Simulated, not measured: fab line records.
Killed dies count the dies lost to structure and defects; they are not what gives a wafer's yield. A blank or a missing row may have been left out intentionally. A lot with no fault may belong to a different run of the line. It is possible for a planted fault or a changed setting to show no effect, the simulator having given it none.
A struck lot beside a sound one    flow sky130    14 out of 708 route steps
Sound: these wafers, L514.1, L514.3, L514.4. Wafers struck: L509.2, L509.3, L509.5. The cause is named last.
For every step that has rows: the tool of each side, followed by ch and its chambers, followed by its first start. Under that, the readings that differ: sound wafers    struck wafers    difference of the means    sigmas: that difference in standard deviations of wafers without a fault.
alike: a reading whose means differ by less than 2 such deviations, as well as words and numbers matching on both sides. not compared: withheld readings; readings where some wafer has no value; bounds like >300 that might hide an equal value; numbers whose values overlap and for which the record gives no deviation.
Wherever a step has rows on one side only, a row that says differs or no value, or a row with sigmas, the two part there. Numbers that have no deviation but don't overlap get no sigmas and don't part them. Lack of a reading on every wafer of one side parts them only where that side has two or more wafers.

SKY_METAL4_SPUTTER_04: material TiN, target thk 70 nm, time 58.3 s.
  sound: pvdSputter-01 at day 43 21:31; struck: pvdSputter-03 at day 42 02:26
  alike: throttleValvePct
SKY_CAP2M_CVD_00: deposits SiO2, target thk 15.5 nm.
  sound on pecvd-01 ch 0,1,2, day 43 21:34; struck on pecvd-04 ch 1,2, day 42 02:29
  alike: heaterPowerOuterW, heaterPowerW, rfFwdPowerW
SKY_CAP2M_THK_MEAS_01:
  sound: filmMetro-04 at day 43 21:35; struck: filmMetro-03 at day 42 02:31
  alike: CAP2M_CVD_00_THK
SKY_CAP2M_SPUTTER_02: material TiN, target thk 200 nm, time 166.7 s.
  sound: pvdSputter-04 at day 43 21:39; struck: pvdSputter-01 at day 42 02:34
  alike: substrateTempC, throttleValvePct
SKY_CAP2M_RS_MEAS_03: the measuring method here is four-point-probe.
  sound: filmMetro-04 at day 43 21:48; struck: filmMetro-01 at day 42 02:42
  alike: CAP2M_TIN_RS
SKY_CAP2M_THK_MEAS_04: measures by xrf.
  sound: filmMetro-04 at day 43 21:55; struck: filmMetro-01 at day 42 02:49
  alike: CAP2M_TIN_THK
then, 6 steps without rows for these wafers: SKY_CAP2M_DEHYDRATE_05 (time 60 s); SKY_CAP2M_HMDS_06 (prime time 60 s); SKY_CAP2M_COAT_07 (resist thk 1140 nm); SKY_CAP2M_SOFTBAKE_08 (time 60 s); SKY_CAP2M_EXPOSE_09 (exposes mask CAP2M, target cd 1000 nm); SKY_CAP2M_PEB_10.
SKY_CAP2M_DEVELOP_11: develop time 60 s.
  struck on lithoTrack-04, day 43 01:52; sound on lithoTrack-03 ch 0, day 44 20:44
  no value came back on the struck wafers for chillPlateTempC (C), developTimeS (s), exhaustPa (Pa); on the sound wafers chillPlateTempC (C) reads 23.32 23.07 23.18
SKY_CAP2M_OVL_MEAS_12:
  sound: overlay-01 at day 44 20:53; struck: overlay-01 at day 43 01:59
reading         sound        struck  difference                     sigmas
CAP2M_OVL (nm)  0.2 0.3 1.5  - - -   no value on the struck wafers  

== WHERE THEY PART ==
First at SKY_CAP2M_DEVELOP_11; last, within this record, at SKY_CAP2M_OVL_MEAS_12.

WHY: whatever the simulator had introduced
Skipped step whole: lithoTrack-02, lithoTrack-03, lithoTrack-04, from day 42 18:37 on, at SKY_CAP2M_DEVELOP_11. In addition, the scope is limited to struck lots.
